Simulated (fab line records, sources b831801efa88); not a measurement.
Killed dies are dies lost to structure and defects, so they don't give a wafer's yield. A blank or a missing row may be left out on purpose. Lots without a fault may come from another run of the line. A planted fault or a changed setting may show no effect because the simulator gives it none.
fab line records | flow sky130
record lots=11 wafers=33 last_day=50
route steps=708 shown CONTACT@423 METAL1@450 VIA1@458
lots that met no fault: from a run of the same line without faults
start_h: hours from the record's first day to the start of the lot's first wafer shown | wait_h: hours since the lot's step before | " the same as in the row above | L1.1+2: a row that stands for several wafers | - no value, or no start given | * or withheld: withheld | < > ~ a bound
route shown NAME@n: a module of which the file shows steps, and the number in the route of the first | usual: mean/standard deviation of fault-free wafers | same: alike in all rows | chamber/n: place in a boat | sites: the reading at each site | _std_site: their standard deviation | _edge_site: outer sites' mean less inner sites' | radius_mm: how far each site lies from the wafer's centre | mask NAME#n: copy n | behind: the tool/chamber that last shaped the wafer | hold: why the lot was held/for how many hours/how that ended | device: the transistor (n, p or np) that didn't switch | end of line: the same wafers' tests at the end of the route | a step without rows: its recipe alone | killed: dies lost to structure and defects at the first sort, not the wafer's yield | map: a wafer's dies, x killed, . not, _ none there
set.NAME: the setting as run; set.NAME@STEP: as run at that earlier step | model.NAME: the simulator's own value behind a step, which no gauge read
steps of the route over a sample of lots; a table a step, a row a wafer
services: from which hour (start_h, from the record's first day; less than 0 if before it) a tool's chamber was out of use, for how many hours, and why
## steps
# step SKY_CONTACT_ETCH_17
# recipe target=SiO2 chemistry=C4F8/O2/Ar stop_on=Si3N4 mask_material=KrF-thick source_w=1476 bias_w=1200 pressure_mtorr=40 c4f8_flow_sccm=withheld O2_flow_sccm=6 Ar_flow_sccm=300 time_s=withheld target_depth_a=3400
# usual bias_w=1200/3.5 oes_product_au=0.891/0.0045 rf_fwd_power_W=1463/6.2
# columns lot.wafer tool chamber start_h wait_h bias_w oes_product_au rf_fwd_power_W
L206.1 rie_diel-03 3 746.93 0.0 1200 0.890 1459
L206.2 " 1 " " 1195 0.892 1466
L206.4 " 2 " " 1199 0.892 1472
L208.1 rie_diel-03 3 755.46 0.0 1204 0.893 1456
L208.2 " 2 " " 1194 0.883 1463
L208.6 " 2 " " 1195 0.883 1468
L210.1 rie_diel-03 3 764.31 0.0 1202 0.885 1459
L210.4 " 1 " " 1200 0.888 1466
L210.5 " 2 " " 1198 0.892 1468
L212.3 rie_diel-02 1 807.52 0.0 1195 0.885 1460
L212.4 " 0 " " 1200 0.894 1461
L212.5 " 0 " " 1196 0.899 1466
L216.2 rie_diel-01 0 835.96 0.0 1202 0.889 1450
L216.5 " 0 " " 1199 0.889 1458
L216.6 " 1 " " 1198 0.895 1456
L223.2 rie_diel-01 3 886.43 0.0 1204 0.890 1452
L223.3 " 0 " " 1200 0.893 1452
L223.5 " 3 " " 1201 0.898 1460
L226.2 rie_diel-02 0 893.76 0.0 1202 0.895 1470
L226.3 " 3 " " 1203 0.903 1455
L226.5 " 0 " " 1203 0.893 1464
L225.3 rie_diel-01 0 897.71 0.0 1201 0.891 1458
L225.4 " 2 " " 1206 0.887 1467
L225.6 " 1 " " 1203 0.889 1453
L228.4 rie_diel-02 0 902.23 0.0 1192 0.896 1466
L228.5 " 0 " " 1202 0.881 1463
L228.6 " 1 " " 1201 0.894 1471
L227.2 rie_diel-02 2 904.07 0.0 1200 0.887 1463
L227.3 " 1 " " 1204 0.886 1474
L227.5 " 2 " " 1201 0.890 1468
L229.1 rie_diel-02 1 912.76 0.0 1200 0.893 1469
L229.4 " 2 " " 1202 0.892 1458
L229.5 " 0 " " 1201 0.894 1469
# step SKY_CONTACT_CMP_27
# recipe stop_on=SiO2 t_overpolish_s=15 down_force_psi=3.5 platen_rpm=60 target_thk_nm=0 pad_velocity_m_s=0.94248
# usual motor_current_A=11.3/1.2 overpolish_run_s=15.000/0.0098 time_to_endpoint_s=82/3.1
# same t_overpolish_s=15
# columns lot.wafer tool chamber start_h wait_h motor_current_A overpolish_run_s time_to_endpoint_s
L206.4 cmp-02 1 748.16 0.2 9.2 14.992 83
L206.1 " 2 " " 11.7 15.001 83
L206.2 " 3 " " 11.5 15.001 86
L208.1 cmp-02 3 756.54 0.1 11.2 15.002 87
L208.2 " 0 " " 11.7 15.001 83
L208.6 " 2 " " 13.1 14.994 84
L210.1 cmp-01 2 765.39 0.1 11.7 14.993 82
L210.4 " 0 " " 10.6 15.016 81
L210.5 " 2 " " 12.4 15.013 82
L212.4 cmp-02 3 808.55 0.0 11.0 15.017 84
L212.3 " 0 " " 12.5 14.990 83
L212.5 " 3 " " 11.3 14.988 85
L216.2 cmp-02 1 837.14 0.2 9.0 14.998 80
L216.5 " 2 " " 12.2 15.006 79
L216.6 " 3 " " 11.8 15.003 80
L223.2 cmp-02 0 887.59 0.1 11.9 14.981 85
L223.3 " 1 " " 9.1 14.994 82
L223.5 " 3 " " 10.9 15.003 87
L226.2 cmp-02 0 894.94 0.1 11.9 15.004 87
L226.3 " 1 " " 9.2 15.019 86
L226.5 " 2 " " 12.7 15.011 79
L225.4 cmp-02 2 898.78 0.0 12.1 15.016 82
L225.3 " 0 " " 13.0 15.007 87
L225.6 " 3 " " 11.7 14.986 84
L228.4 cmp-02 3 903.43 0.1 11.1 14.991 86
L228.5 " 1 " " 9.0 14.987 80
L228.6 " 2 " " 12.6 14.991 82
L227.2 cmp-01 1 905.66 0.1 11.6 15.001 82
L227.3 " 2 " " 11.4 14.984 81
L227.5 " 1 " " 10.3 14.990 82
L229.1 cmp-01 0 913.80 0.1 10.8 15.006 78
L229.4 " 3 " " 11.4 14.996 79
L229.5 " 1 " " 11.2 14.993 75
# step SKY_METAL1_OVL_MEAS_16
# usual METAL1_OVL=3/5.3
# columns lot.wafer tool chamber start_h wait_h METAL1_OVL[nm]
L206.1 overlay-02 - 775.25 0.1 -2
L206.2 " - " " -3
L206.4 " - " " 6
L208.1 overlay-02 - 784.65 0.1 5
L208.2 " - " " -4
L208.6 " - " " 2
L210.1 overlay-01 - 793.11 0.1 11
L210.4 " - " " 4
L210.5 " - " " 11
L212.3 overlay-01 - 835.16 0.1 6
L212.4 " - " " 11
L212.5 " - " " -2
L216.2 overlay-02 - 864.07 0.1 8
L216.5 " - " " 8
L216.6 " - " " 4
L223.2 overlay-01 - 914.17 0.1 -4
L223.3 " - " " -6
L223.5 " - " " -2
L226.2 overlay-02 - 921.08 0.1 -3
L226.3 " - " " 3
L226.5 " - " " 8
L225.3 overlay-02 - 924.31 0.1 -15
L225.4 " - " " 1
L225.6 " - " " -7
L228.4 overlay-02 - 928.30 0.1 1
L228.5 " - " " 1
L228.6 " - " " 6
L227.2 overlay-01 - 931.44 0.1 1
L227.3 " - " " 8
L227.5 " - " " 0
L229.1 overlay-02 - 938.00 0.1 0
L229.4 " - " " 2
L229.5 " - " " 0
# step SKY_VIA1_HDPCVD_00
# recipe material=SiO2 target_thk_nm=1030 sigma_open_frac=0.3 time_s=171.7 temp_c=400 sih4_flow_sccm=60 pressure_mtorr=6
# usual sih4_flow_sccm=59.98/0.19
# columns lot.wafer tool chamber start_h wait_h sih4_flow_sccm
L206.1 hdpcvd-02 1 776.14 0.0 59.84
L206.2 " 0 " " 59.99
L206.4 " 1 " " 59.95
L208.1 hdpcvd-02 1 785.46 0.0 60.09
L208.2 " 0 " " 60.27
L208.6 " 0 " " 59.85
L210.1 hdpcvd-02 0 793.97 0.0 59.69
L210.4 " 2 " " 59.69
L210.5 " 0 " " 59.67
L212.3 hdpcvd-01 2 835.96 0.0 59.86
L212.4 " 0 " " 60.01
L212.5 " 1 " " 60.22
L216.2 hdpcvd-01 1 864.88 0.0 59.94
L216.5 " 0 " " 59.74
L216.6 " 1 " " 59.86
L223.2 hdpcvd-02 1 915.01 0.0 59.87
L223.3 " 0 " " 60.25
L223.5 " 1 " " 60.12
L226.2 hdpcvd-02 1 921.93 0.0 60.20
L226.3 " 0 " " 60.06
L226.5 " 0 " " 60.02
L225.3 hdpcvd-01 2 925.18 0.0 60.01
L225.4 " 1 " " 60.01
L225.6 " 0 " " 60.26
L228.4 hdpcvd-01 1 929.34 0.1 60.19
L228.5 " 2 " " 60.10
L228.6 " 0 " " 59.68
L227.2 hdpcvd-02 0 932.26 0.0 59.82
L227.3 " 2 " " 60.00
L227.5 " 2 " " 60.02
L229.1 hdpcvd-01 1 938.88 0.0 59.81
L229.4 " 0 " " 59.85
L229.5 " 1 " " 59.95
# step SKY_VIA1_THK_MEAS_01
# recipe reads=SiO2_of_VIA1_HDPCVD_00
# usual VIA1_HDPCVD_THK=1033/9.9
# columns lot.wafer tool chamber start_h wait_h VIA1_HDPCVD_THK[nm]
L206.1 film_metro-01 - 776.25 0.1 1029
L206.2 " - " " 1040
L206.4 " - " " 1041
L208.1 film_metro-01 - 785.58 0.1 1035
L208.2 " - " " 1037
L208.6 " - " " 1044
L210.1 film_metro-03 - 794.08 0.1 1034
L210.4 " - " " 1046
L210.5 " - " " 1043
L212.3 film_metro-01 - 836.10 0.1 1024
L212.4 " - " " 670
L212.5 " - " " 1020
L216.2 film_metro-01 - 865.01 0.1 1027
L216.5 " - " " 676
L216.6 " - " " 1045
L223.2 film_metro-01 - 915.13 0.1 1027
L223.3 " - " " 1011
L223.5 " - " " 1016
L226.2 film_metro-01 - 922.05 0.1 1021
L226.3 " - " " 1026
L226.5 " - " " 1037
L225.3 film_metro-01 - 925.31 0.1 1036
L225.4 " - " " 1026
L225.6 " - " " 1032
L228.4 film_metro-02 - 929.42 0.0 1035
L228.5 " - " " 1051
L228.6 " - " " 1045
L227.2 film_metro-02 - 932.38 0.1 1027
L227.3 " - " " 1040
L227.5 " - " " 1036
L229.1 film_metro-03 - 938.99 0.1 1022
L229.4 " - " " 1016
L229.5 " - " " 1021
## services
# columns tool chamber start_h hours kind
rie_diel-02 0 729.74 1.8 repair
rie_diel-02 - 735.44 2.8 pm
rie_diel-02 0 740.23 40.9 repair
cmp-01 - 744.00 4.0 pm
cmp-01 - 748.00 5.9 pm
rie_diel-03 0 756.00 4.4 repair
hdpcvd-01 1 762.62 5.5 repair
hdpcvd-01 - 790.75 2.8 pm
cmp-02 - 801.44 1.0 repair
rie_diel-03 1 810.45 9.2 repair
rie_diel-01 - 842.29 36.4 repair
cmp-02 - 845.36 4.0 pm
rie_diel-03 3 846.95 3.4 repair
cmp-01 - 864.84 4.7 pm
rie_diel-01 1 889.97 5.7 repair
rie_diel-01 - 896.34 0.9 repair
cmp-02 - 912.00 4.0 pm
cmp-02 - 914.44 0.7 repair
cmp-02 - 917.88 1.2 repair
rie_diel-02 - 917.93 14.6 pm
rie_diel-01 3 921.23 12.1 repair
rie_diel-03 0 930.60 1.7 repair
cmp-01 - 935.19 0.8 repair
rie_diel-02 - 938.85 0.2 repair
## key
first_sign step=SKY_VIA1_THK_MEAS_01 reading=VIA1_HDPCVD_THK direction=down sigmas=36 usual=1033 struck=673
effect none on later readings
met_at SKY_VIA1_HDPCVD_00
struck_lots L212,L216
struck_wafers L212.4,L216.5
not_acting_at SKY_CONTACT_ETCH_17,SKY_CONTACT_CMP_27,SKY_METAL1_OVL_MEAS_16
fault kind=process_parameter_drift tool=hdpcvd-01 chamber=0 onset_h=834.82 steps=SKY_VIA1_HDPCVD_00 channel=target_thk_nm offset=-350.27 shape=step end_h=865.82 acts_in=these_recipes_only stated=1030
